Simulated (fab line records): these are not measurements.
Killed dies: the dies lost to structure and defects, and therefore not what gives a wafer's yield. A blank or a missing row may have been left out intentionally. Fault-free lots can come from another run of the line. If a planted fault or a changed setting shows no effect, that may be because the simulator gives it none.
Chamber matching || flow gf180mcu || GF_STI_CMP_25 on cmp-02: 4 sister chambers
The step polishes, stops on Si3N4, t overpolish 33 s, target thk 524.6 nm. 14 wafers are shown with their chamber, then 6 later ones without.

== WAFERS, EACH WITH ITS CHAMBER ==
{"wafer": "L538.1", "chamber": 1, "motor current A (A)": 12.6, "time to endpoint s (s)": 126}
{"wafer": "L538.4", "chamber": 3, "motor current A (A)": 13.4, "time to endpoint s (s)": 126}
{"wafer": "L538.6", "chamber": 0, "motor current A (A)": 12.4, "time to endpoint s (s)": 121}
{"wafer": "L539.3", "chamber": 1, "motor current A (A)": 13.0, "time to endpoint s (s)": 128}
{"wafer": "L539.4", "chamber": 3, "motor current A (A)": 13.2, "time to endpoint s (s)": 128}
{"wafer": "L539.5", "chamber": 0, "motor current A (A)": 12.6, "time to endpoint s (s)": 130}
{"wafer": "L540.6", "chamber": 3, "motor current A (A)": 13.2, "time to endpoint s (s)": 126}
{"wafer": "L543.6", "chamber": 0, "motor current A (A)": 12.7, "time to endpoint s (s)": 131}
{"wafer": "L554.3", "chamber": 2, "motor current A (A)": 11.6, "time to endpoint s (s)": 118}
{"wafer": "L554.4", "chamber": 3, "motor current A (A)": 13.4, "time to endpoint s (s)": 125}
{"wafer": "L554.5", "chamber": 0, "motor current A (A)": 12.2, "time to endpoint s (s)": 126}
{"wafer": "L555.1", "chamber": 1, "motor current A (A)": 13.6, "time to endpoint s (s)": 124}
{"wafer": "L555.3", "chamber": 0, "motor current A (A)": 12.6, "time to endpoint s (s)": 126}
{"wafer": "L555.6", "chamber": 1, "motor current A (A)": 13.4, "time to endpoint s (s)": 121}

SIGNATURES (means of the wafers above)
{"reading": "motor current A", "chamber 0": 12.500, "chamber 1": 13.150, "chamber 2": 11.600, "chamber 3": 13.300, "scatter within a chamber": 0.281}
{"reading": "time to endpoint s", "chamber 0": 126.80, "chamber 1": 124.75, "chamber 2": 118.00, "chamber 3": 126.25, "scatter within a chamber": 3.07}
Rule: for each reading, subtract the chamber's mean from the wafer's reading, divide by that reading's scatter and square the result; add these up over the readings and take the root, which gives the wafer's distance from the chamber. If the next closest chamber is less than 2 further off than the closest, the wafer can't be placed; otherwise it belongs to the closest. The scatter: the root of (the sum of the squares of (reading less its chamber's mean) over the shown wafers, divided by (wafers less chambers)).

== WAFERS WITH NO CHAMBER GIVEN ==
{"wafer": "L557.1", "motor current A (A)": 13.3, "time to endpoint s (s)": 124}
{"wafer": "L557.2", "motor current A (A)": 11.9, "time to endpoint s (s)": 121}
{"wafer": "L557.3", "motor current A (A)": 13.8, "time to endpoint s (s)": 124}
{"wafer": "L558.4", "motor current A (A)": 12.4, "time to endpoint s (s)": 116}
{"wafer": "L558.5", "motor current A (A)": 13.6, "time to endpoint s (s)": 118}
{"wafer": "L558.6", "motor current A (A)": 12.2, "time to endpoint s (s)": 120}

== WHICH CHAMBER EACH ONE RAN IN ==
{"wafer": "L557.1", "from the rows above": "can't be placed: 1 or 3", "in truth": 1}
{"wafer": "L557.2", "from the rows above": "can't be placed: 2 or 0", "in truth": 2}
{"wafer": "L557.3", "from the rows above": "can't be placed: 3 or 1", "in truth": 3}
{"wafer": "L558.4", "from the rows above": "can't be placed: 2 or 0 or 1 or 3", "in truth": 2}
{"wafer": "L558.5", "from the rows above": "can't be placed: 1 or 3", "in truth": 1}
{"wafer": "L558.6", "from the rows above": "can't be placed: 2 or 0 or 1", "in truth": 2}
Placed correctly: 0 of 6. Cannot be placed on the basis of these rows: 6; the candidates contain the true chamber in 6. Number placed wrongly: 0.
